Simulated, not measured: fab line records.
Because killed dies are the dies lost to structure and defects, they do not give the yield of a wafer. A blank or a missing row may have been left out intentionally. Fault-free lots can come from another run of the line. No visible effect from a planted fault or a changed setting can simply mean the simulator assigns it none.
Lot-split experiment | flow gf180mcu | route with 602 steps; 5 lots, 23 wafers read

## SPLIT DETAILS
At GF_VT_IMPLANT_IMPLANT_41, the setting dose-cm2 was moved away from the recipe's 1.013e+12 on 6 of the 23 wafers read, by -4.2% to +6.7%. The other wafers ran this setting at the recipe's value.

## FROM THE SPLIT ON TO THE READING: in between, the file shows 1 step
- GF_VT_IMPLANT_STRIP_42: strips in O2/N2

## THE READING
VT_IMPLANT_4_TW, at GF_VT_IMPLANT_TW_MEAS_43. On this fab line, fault-free wafers typically give 695 with a standard deviation of 5.2.

wafer  | tool, chamber at the split | dose-cm2 as run | against the recipe | VT_IMPLANT_4_TW | against lot-mates on the recipe
L075.2 | implanter-03, 0            | 1.013e+12       | recipe             | 697             | -
L075.3 | implanter-03, 0            | 9.701e+11       | -4.2%              | 687             | -9
L075.4 | implanter-03, 0            | 1.013e+12       | recipe             | 697             | -
L075.5 | implanter-03, 0            | 9.701e+11       | -4.2%              | 684             | -12
L075.6 | implanter-03, 0            | 1.013e+12       | recipe             | 695             | -
L077.1 | implanter-03, 0            | 1.013e+12       | recipe             | 697             | -
L077.2 | implanter-03, 0            | 1.075e+12       | +6.1%              | 710             | +14
L077.4 | implanter-03, 0            | 1.013e+12       | recipe             | 697             | -
L077.5 | implanter-03, 0            | 1.013e+12       | recipe             | 694             | -
L077.6 | implanter-03, 0            | 1.075e+12       | +6.1%              | 709             | +13
L080.2 | implanter-02, 0            | 1.013e+12       | recipe             | 700             | -
L080.3 | implanter-02, 0            | 1.013e+12       | recipe             | 701             | -
L080.6 | implanter-02, 0            | 1.013e+12       | recipe             | 699             | -
L084.1 | implanter-02, 0            | 1.013e+12       | recipe             | 691             | -
L084.2 | implanter-02, 0            | 1.013e+12       | recipe             | 694             | -
L084.3 | implanter-02, 0            | 1.013e+12       | recipe             | 692             | -
L084.5 | implanter-02, 0            | 1.013e+12       | recipe             | 698             | -
L084.6 | implanter-02, 0            | 1.013e+12       | recipe             | 699             | -
L085.1 | implanter-03, 0            | 1.081e+12       | +6.7%              | 711             | +15
L085.2 | implanter-03, 0            | 1.013e+12       | recipe             | 699             | -
L085.3 | implanter-03, 0            | 1.013e+12       | recipe             | 693             | -
L085.4 | implanter-03, 0            | 1.013e+12       | recipe             | 697             | -
L085.5 | implanter-03, 0            | 1.081e+12       | +6.7%              | 708             | +12

FIT RESULTS
A straight line over all 23 wafers: VT_IMPLANT_4_TW changes by +2.15 for each +1% of dose-cm2; r = +0.92; the points scatter about the line by 2.7.
The same after taking each lot's own level away (the mean of its wafers on the recipe; 23 wafers): +2.18 for each +1%; r = +0.95; scatter 2.2.
On that fit, the largest move of dose-cm2 shifts the reading by 15.
The lots' own levels span 694.8 to 700.0, that is 1.0 times the standard deviation above.
The two slopes are in agreement: the lot-to-lot level therefore moves the slope only a little.
Check: for one of the wafers moved furthest among these (+6.7%), held out of the fit, the line's prediction against its lot-mates is +14.3. It came out at +14.7 against them.

## THESE WAFERS: OTHER SPLITS
Note: prior to the reading, these wafers also went through further splits. Each is held against what the fit with the lots' levels taken away leaves over:
other split on the same wafers      | wafers away from the commonest value | r with VT_IMPLANT_4_TW (lot level and that fit taken away)
GF_VT_IMPLANT_IMPLANT_19 dose-cm2   | 10                                   | -0.09
GF_VT_IMPLANT_COAT_24 resist-thk-nm | 4                                    | +0.17
GF_VT_IMPLANT_IMPLANT_30 tilt-deg   | 6                                    | +0.20

## THE FILE'S OWN FIT
VT_IMPLANT_4_TW changes by +2.1 for each +1% of dose-cm2, r = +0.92.
